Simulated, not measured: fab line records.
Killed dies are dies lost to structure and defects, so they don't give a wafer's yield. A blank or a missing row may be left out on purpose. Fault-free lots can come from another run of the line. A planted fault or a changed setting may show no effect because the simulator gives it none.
Which tool is to blame? ; flow sky130 ; 9 lots with 27 wafers sampled at 6 steps, on a route of 708 steps

## WHAT THE GAUGES READ, wafer by wafer
SKY_CAP2M_RS_MEAS_03: the measuring method here is four-point-probe. Usual: CAP2M_TIN_RS gives 6.92 ohm/sq (standard deviation 0.064).
lot;measured;on;CAP2M_TIN_RS (ohm/sq);flag
L918;day 41 11:46;film metro-03;6.96 6.95 6.94;
L921;day 41 13:05;film metro-03;6.94 6.82 6.85;
L924;day 41 14:07;film metro-04;6.97 6.97 6.96;
L926;day 42 09:14;film metro-04;6.91 6.92 6.93;
L928;day 43 12:05;film metro-04;6.95 7.00 6.94;
L927;day 43 13:05;film metro-02;8.36 8.24 8.29;OFF
L931;day 44 12:07;film metro-02;8.36 8.25 8.25;OFF
L937;day 45 18:59;film metro-04;7.03 6.88 6.88;
L940;day 45 18:51;film metro-02;6.94 6.83 6.88;

SKY_CAP2M_THK_MEAS_04: measures by xrf. Usual: CAP2M_TIN_THK gives 201.6 nm (standard deviation 2).
lot;measured;on;CAP2M_TIN_THK (nm);flag
L918;day 41 11:53;film metro-03;200.8 200.3 202.4;
L921;day 41 13:11;film metro-03;200.6 205.0 203.7;
L924;day 41 14:14;film metro-04;198.6 199.1 198.5;
L926;day 42 09:21;film metro-04;200.8 198.9 198.9;
L928;day 43 12:13;film metro-04;199.8 197.9 198.5;
L927;day 43 13:13;film metro-02;167.5 169.0 169.1;OFF
L931;day 44 12:14;film metro-02;168.5 169.3 169.7;OFF
L937;day 45 19:05;film metro-04;198.4 202.1 202.5;
L940;day 45 18:58;film metro-02;201.8 205.5 204.4;

## WHAT TOOL EACH LOT RAN ON (gives the tool, then ch and the chambers of the sampled wafers, and finally the start)
lot;SKY_METAL3_STRIP_19;SKY_METAL4_SPUTTER_01;SKY_CAP2M_CVD_00;SKY_CAP2M_SPUTTER_02
L918;plasma asher-04 ch 0,1, day 40 08:33;pvd sputter-04, day 41 11:26;pecvd-02 ch 1,2, day 41 11:34;pvd sputter-04, day 41 11:39
L921;plasma asher-01 ch 0,1, day 40 09:28;pvd sputter-04, day 41 12:44;pecvd-02 ch 1,2, day 41 12:52;pvd sputter-02, day 41 12:57
L924;plasma asher-03 ch 0,1, day 40 10:17;pvd sputter-01, day 41 13:48;pecvd-04 ch 0,1,2, day 41 13:56;pvd sputter-02, day 41 14:01
L926;plasma asher-01 ch 0,1, day 41 06:25;pvd sputter-01, day 42 08:55;pecvd-01 ch 0,1,2, day 42 09:02;pvd sputter-04, day 42 09:07
L928;plasma asher-03 ch 0,1, day 42 09:20;pvd sputter-04, day 43 11:45;pecvd-04 ch 1,2, day 43 11:53;pvd sputter-02, day 43 11:59
L927;plasma asher-03 ch 0,1, day 42 09:57;pvd sputter-03, day 43 12:46;pecvd-01 ch 0,1,2, day 43 12:54;pvd sputter-04, day 43 12:59
L931;plasma asher-04 ch 0,1, day 43 10:23;pvd sputter-03, day 44 11:47;pecvd-04 ch 0,1, day 44 11:55;pvd sputter-04, day 44 12:00
L937;plasma asher-03 ch 1, day 44 17:26;pvd sputter-04, day 45 18:38;pecvd-02 ch 0,2, day 45 18:46;pvd sputter-03, day 45 18:51
L940;plasma asher-04 ch 0,1, day 44 17:37;pvd sputter-03, day 45 18:31;pecvd-01 ch 0,2, day 45 18:38;pvd sputter-02, day 45 18:43
- SKY_METAL3_STRIP_19: strips in O2/N2.
- SKY_METAL4_SPUTTER_01: material TiN, target thk 20 nm, time 16.7 s.
- SKY_CAP2M_CVD_00: deposits SiO2, target thk 15.5 nm.
- SKY_CAP2M_SPUTTER_02: material TiN, target thk 200 nm, time 166.7 s.

## AS READ BY THE TOOLS THEMSELVES (means over the sampled wafers that have a number; for cases with no such wafer, the mark the record gives instead)
SKY_METAL3_STRIP_19. Usual: drypump motor current A 5.73 A, standard deviation 0.28; oes product au 0.502 a.u., standard deviation 0.0065; strip time to endpoint s 6.54 s, standard deviation 0.12.
lot;tool;drypump motor current A (A);oes product au (a.u.);strip time to endpoint s (s);flag
L918;plasma asher-04;5.73;0.501;6.49;
L921;plasma asher-01;5.80;0.508;6.69;
L924;plasma asher-03;5.52;0.509;6.58;
L926;plasma asher-01;5.80;0.503;6.53;
L928;plasma asher-03;5.54;0.490;6.33;
L927;plasma asher-03;5.76;0.497;6.45;
L931;plasma asher-04;5.72;0.500;6.51;
L937;plasma asher-03;5.28;0.495;6.50;
L940;plasma asher-04;5.87;0.501;6.56;

SKY_METAL4_SPUTTER_01. Usual: throttle valve pct at 29.7 %, with a standard deviation of 1.
lot;tool;throttle valve pct (%);flag
L918;pvd sputter-04;29.4;
L921;pvd sputter-04;29.9;
L924;pvd sputter-01;28.8;
L926;pvd sputter-01;29.1;
L928;pvd sputter-04;29.7;
L927;pvd sputter-03;30.8;
L931;pvd sputter-03;30.7;
L937;pvd sputter-04;29.9;
L940;pvd sputter-03;29.2;

SKY_CAP2M_CVD_00. Usual: heater power w 733 W, standard deviation 62; susceptor temp C 399.98 C, standard deviation 0.25.
lot;tool;heater power w (W);susceptor temp C (C);flag
L918;pecvd-02;675;399.78;
L921;pecvd-02;699;399.80;
L924;pecvd-04;762;400.21;
L926;pecvd-01;751;400.17;
L928;pecvd-04;774;399.84;
L927;pecvd-01;698;400.15;
L931;pecvd-04;800;400.02;
L937;pecvd-02;748;399.85;
L940;pecvd-01;722;399.80;

SKY_CAP2M_SPUTTER_02. Usual: susceptor temp C 299.98 C, standard deviation 0.2; throttle valve pct 30.1 %, standard deviation 1.1.
lot;tool;susceptor temp C (C);throttle valve pct (%);flag
L918;pvd sputter-04;299.75;29.8;
L921;pvd sputter-02;300.03;30.9;
L924;pvd sputter-02;299.85;30.4;
L926;pvd sputter-04;299.99;30.9;
L928;pvd sputter-02;300.02;30.1;
L927;pvd sputter-04;-;30.9;OFF
L931;pvd sputter-04;-;30.4;OFF
L937;pvd sputter-03;300.16;30.8;
L940;pvd sputter-02;299.82;30.8;

## THE ANSWER, worked out from the rows above alone
Rule: a lot counts as off when the mean over its wafers that have a number is more than 3 standard deviations away from the usual mean. Also off: a lot with no number at a reading for which 4 or more lots have one. The other lots that the step has rows for count as sound. The gauges are gone through in route order, then the tools' own readings, and for those a lot's mean is taken as printed above. The first step at which some lot is off is used, and at that step the reading that is off furthest; a lot without a number counts as furthest.
Off: L927, L931, seen at SKY_CAP2M_RS_MEAS_03 (CAP2M_TIN_RS).
If a tool, at a process step before that reading, ran all the lots that are off and no sound lot after the first of them, it fits. The gauges at SKY_CAP2M_RS_MEAS_03 aren't tried: what is off there is off at SKY_CAP2M_SPUTTER_02 too, on other tools, and a gauge's error can't cause that. One fits: pvd sputter-04 at SKY_CAP2M_SPUTTER_02. A fault onset in the window from L926 (day 42 09:07, its last sound lot) to L927 (day 43 12:59, its first lot off) fits.
Blank at SKY_CAP2M_SPUTTER_02 on the lots that are off, where sound lots have numbers: susceptor temp C.

## WHAT HAD BEEN PUT IN BY THE SIMULATOR
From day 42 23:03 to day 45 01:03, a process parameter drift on pvd sputter-04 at SKY_CAP2M_SPUTTER_02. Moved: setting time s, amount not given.
Lots struck among those shown: L927, L931. This agrees with what the rule above found.
